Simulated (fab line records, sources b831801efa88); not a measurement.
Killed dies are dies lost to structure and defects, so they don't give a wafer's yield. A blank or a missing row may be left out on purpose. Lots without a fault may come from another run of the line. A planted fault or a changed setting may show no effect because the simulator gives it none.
Chamber matching | flow sky130 | SKY_VIA3_CMP_24 on cmp-02: 4 sister chambers
The step polishes, stops on SiO2, t overpolish 20 s, target thk 0 nm. 8 wafers are shown with their chamber, then 7 later ones without.

WAFERS WITH THEIR CHAMBER
wafer  | chamber | motor_current_A (A) | overpolish_run_s (s)
L231.2 | 1       | 12.4                | 19.987
L236.2 | 2       | 11.6                | 20.000
L236.3 | 1       | 12.6                | 20.000
L238.4 | 3       | 10.8                | 19.992
L238.5 | 3       | 10.9                | 19.993
L238.6 | 0       | 9.8                 | 19.998
L244.3 | 2       | 12.1                | 20.002
L244.4 | 0       | 8.9                 | 19.998

WAFERS WITHOUT THEIR CHAMBER
wafer  | motor_current_A (A) | overpolish_run_s (s)
L244.6 | 9.4                 | 20.001
L252.1 | 8.9                 | 20.007
L252.3 | 12.6                | 20.005
L252.6 | 9.2                 | 19.999
L254.3 | 12.8                | 20.016
L254.4 | 11.3                | 20.004
L254.6 | 11.1                | 20.008

WHICH CHAMBER EACH WENT THROUGH
wafer  | from the rows above     | in truth
L244.6 | 0                       | 0
L252.1 | 0                       | 0
L252.3 | can't be placed: 2 or 1 | 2
L252.6 | 0                       | 0
L254.3 | can't be placed: 2 or 1 | 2
L254.4 | can't be placed: 2 or 3 | 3
L254.6 | can't be placed: 2 or 3 | 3
Placed correctly: 3 of 7. Can't be placed from these rows: 4 (the true chamber is among the candidates in 4). Placed wrongly: 0.
How it was worked out, from the rows above alone: a wafer's distance from a chamber is the root of the sum, over the readings, of the square of ((its reading less the chamber's mean) divided by the reading's scatter). The wafer belongs to the nearest chamber; if the next one is less than 2 further off, it can't be placed. A chamber's mean is the mean of its shown wafers. The scatter: the root of (the sum of the squares of (reading less its chamber's mean) over the shown wafers, divided by (wafers less chambers)).
